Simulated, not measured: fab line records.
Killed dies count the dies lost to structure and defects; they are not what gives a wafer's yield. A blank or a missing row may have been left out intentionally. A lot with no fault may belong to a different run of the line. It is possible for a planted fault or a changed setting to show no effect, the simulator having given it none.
Which of the tools did it? / flow gf180mcu / route of 602 steps, sampled at 1 step: 6 lots, 17 wafers

## WHAT EACH GAUGE READ, for each wafer
GF_M3_THK_MEAS_06: measures by xrf.
lot=L562; measured=day 20 22:43; on=film metro-01; M3_ALCU_THK (nm)=445 451 448
lot=L566; measured=day 22 14:16; on=film metro-04; M3_ALCU_THK (nm)=452 455 451
lot=L568; measured=day 23 02:09; on=film metro-04; M3_ALCU_THK (nm)=444 445 445
lot=L570; measured=day 24 06:18; on=film metro-03; M3_ALCU_THK (nm)=448 451 449
lot=L574; measured=day 25 14:52; on=film metro-04; M3_ALCU_THK (nm)=446 452 449
lot=L576; measured=day 26 09:05; on=film metro-03; M3_ALCU_THK (nm)=453 450

## WHAT TOOL EACH LOT RAN ON (gives the tool, then ch and the chambers of the sampled wafers, and finally the start)
The record holds no process step before these readings.

## THE ANSWER, worked out from the rows above alone
Rule: the usual values come from the lots themselves. The widest of any qualifying gaps counts: lots, ordered by their means at a reading, are off when they make up no more than a third of the lots, leave a main group of 4 or more, and stand apart from it by 3 or more times the standard deviation of that group's means. If all means in a main group match to the digits the tables above print for the reading, that group is not used. Also off: a lot with no number at a reading for which 4 or more lots have one. Where the step has rows for the other lots, those lots are counted as sound.
No lot is off on any of the readings shown, so nothing can be concluded from this.

## WHAT WAS PUT IN BY THE SIMULATOR
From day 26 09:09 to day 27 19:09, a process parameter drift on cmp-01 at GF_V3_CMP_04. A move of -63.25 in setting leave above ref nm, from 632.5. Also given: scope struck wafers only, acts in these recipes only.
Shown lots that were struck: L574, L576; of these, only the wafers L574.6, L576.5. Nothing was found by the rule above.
